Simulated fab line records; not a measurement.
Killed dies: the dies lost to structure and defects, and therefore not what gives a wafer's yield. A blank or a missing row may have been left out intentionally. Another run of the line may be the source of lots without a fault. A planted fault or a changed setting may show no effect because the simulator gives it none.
Struck lot and sound lot, side by side | flow gf180mcu | 43 steps out of a route of 602
Sound: these wafers, L357.2, L357.3, L357.6. Wafers L352.2, L352.4, L352.5 were the ones struck. Last of all comes the cause.
At each step with rows: each side's tool, then ch and its chambers, then its first start. Under that, the readings that differ: sound wafers | struck wafers | difference of the means | sigmas: that difference in standard deviations of wafers without a fault.
alike: readings whose means differ by less than 2 such deviations, and words and numbers that are the same on both sides. not compared: withheld readings, readings that some wafer has no value for, bounds like >300 that may hide the same value, and numbers for which the record gives no deviation and whose values overlap.
A row with sigmas, a row that says differs or no value, or rows on one side alone: a step with any of these is where the two part. Numbers that don't overlap but have no deviation are shown without sigmas and don't part them. Lack of a reading on every wafer of one side parts them only where that side has two or more wafers.

GF_STI_ETCH_14: etches Si in HBr/Cl2/O2, target depth 360 nm, time 102.9 s.
  sound on rie_si-01 ch 1,2,3, day 6 08:28; struck on rie_si-01 ch 0,1,3, day 5 06:53
  alike: drypump_motor_current_A, oes_product_au, throttle_valve_pct
  not compared: rf_hours_counter_h
GF_STI_STRIP_15: strips in O2/N2.
  sound on plasma_asher-02 ch 0,1, day 6 08:33; struck on plasma_asher-04 ch 0,1, day 5 06:58
  alike: drypump_motor_current_A, heater_power_w, oes_product_au, platen_temp_c, strip_time_to_endpoint_s
  not compared: rf_hours_counter_h
then, 6 steps without rows for these wafers: GF_STI_CLEAN_16 (cleans in dHF, time 25 s); GF_STI_WET_ETCH_17 (etches Si3N4 in H3PO4, target depth 45 nm, time 514 s); GF_STI_CLEAN_18 (cleans in SC1/SC2, time 150 s); GF_STI_CLEAN_19 (cleans in dHF, time 20 s); GF_STI_WET_ETCH_20 (etches SiO2 in dHF, target depth 20 nm, time 400 s); GF_STI_OXIDATION_21 (stabilise 600 s, purge 300 s, target thk 15 nm).
GF_STI_THK_MEAS_22:
  sound: film_metro-02 at day 6 10:08; struck: film_metro-01 at day 5 08:34
  alike: STI_OXIDATION_01_THK
then, 1 step without rows for these wafers: GF_STI_CVD_23 (deposits SiO2, target thk 650 nm, time 108.3 s).
GF_STI_THK_MEAS_24:
  sound: film_metro-01 at day 6 10:16; struck: film_metro-02 at day 5 08:42
  alike: STI_CVD_23_THK
GF_STI_CMP_25: polishes, stops on Si3N4, t overpolish 33 s, target thk 524.6 nm.
  sound on cmp-01 ch 1,2,3, day 6 10:22; struck on cmp-01 ch 0,3, day 5 08:45
  alike: motor_current_A, overpolish_run_s, platen_rpm, retaining_ring_pressure_frac, time_to_endpoint_s
GF_STI_WET_ETCH_26: etches SiO2 in dHF, target depth 94 nm, time 188 s.
  sound on wet_bench-04 ch 0, day 6 10:37; struck on wet_bench-03 ch 3, day 5 09:03
then, 3 steps without rows for these wafers: GF_STI_WET_ETCH_27 (etches Si3N4 in H3PO4, target depth 160 nm, time 1825 s); GF_STI_WET_ETCH_28 (etches SiO2 in dHF, target depth 20 nm, time 40 s); GF_STI_OXIDATION_29 (stabilise 600 s, purge 300 s, target thk 10 nm).
GF_STI_THK_MEAS_30:
  sound: film_metro-02 at day 6 12:40; struck: film_metro-01 at day 5 11:55
  alike: STI_OXIDATION_02_THK
then, 8 steps without rows for these wafers: GF_DNWELL_DEHYDRATE_00 (time 60 s); GF_DNWELL_HMDS_01 (prime time 60 s); GF_DNWELL_COAT_02 (resist thk 3000 nm); GF_DNWELL_SOFTBAKE_03; GF_DNWELL_EXPOSE_04 (exposes mask DNWELL, target cd 1700 nm); GF_DNWELL_PEB_05; GF_DNWELL_DEVELOP_06 (develop time 60 s); GF_DNWELL_IMPLANT_07.
GF_DNWELL_STRIP_08: strips in O2/N2.
  sound on plasma_asher-01 ch 0,1, day 7 04:28; struck on plasma_asher-01 ch 0,1, day 6 02:26
  alike: drypump_motor_current_A, heater_power_w, oes_product_au, platen_temp_c, strip_time_to_endpoint_s
  not compared: rf_hours_counter_h
GF_DNWELL_TW_MEAS_09:
  sound: film_metro-01 at day 7 04:35; struck: film_metro-01 at day 6 02:32
  alike: DNWELL_TW
then, 7 steps without rows for these wafers: GF_NWELL_DEHYDRATE_00 (time 60 s); GF_NWELL_HMDS_01 (prime time 60 s); GF_NWELL_COAT_02 (resist thk 3000 nm); GF_NWELL_SOFTBAKE_03; GF_NWELL_EXPOSE_04 (exposes mask Nwell, target cd 860 nm); GF_NWELL_PEB_05; GF_NWELL_DEVELOP_06 (develop time 60 s).
GF_NWELL_OVL_MEAS_07:
  sound: overlay-02 at day 7 20:16; struck: overlay-02 at day 6 17:34
  alike: NWELL_OVL
then, 2 steps without rows for these wafers: GF_NWELL_IMPLANT_08; GF_NWELL_IMPLANT_09.
GF_NWELL_STRIP_10: strips in O2/N2.
  sound on plasma_asher-04 ch 0,1, day 7 20:36; struck on plasma_asher-04 ch 0,1, day 6 17:54
  alike: drypump_motor_current_A, heater_power_w, oes_product_au, platen_temp_c, strip_time_to_endpoint_s
  not compared: rf_hours_counter_h
GF_NWELL_TW_MEAS_11:
  sound: film_metro-01 at day 7 20:43; struck: film_metro-01 at day 6 18:01
  alike: NWELL_TW
then, 3 steps without rows for these wafers: GF_LVPWELL_DEHYDRATE_00 (time 60 s); GF_LVPWELL_HMDS_01 (prime time 60 s); GF_LVPWELL_COAT_02 (resist thk 3043 nm).
-- the record jumps here: 27 days lie between the struck wafers' starts before and after (it left off in module LVPWELL and takes up again in module PASSIVATION, whose first step shown is number 602 of the route) --
GF_PASSIVATION_PROBE_99:
  rows exist in the record for the struck wafers here (prober-01, day 33 10:17), but not for the sound ones

## WHERE THEY PART
Within this record, at GF_PASSIVATION_PROBE_99 only.

WHY: what had been put in by the simulator
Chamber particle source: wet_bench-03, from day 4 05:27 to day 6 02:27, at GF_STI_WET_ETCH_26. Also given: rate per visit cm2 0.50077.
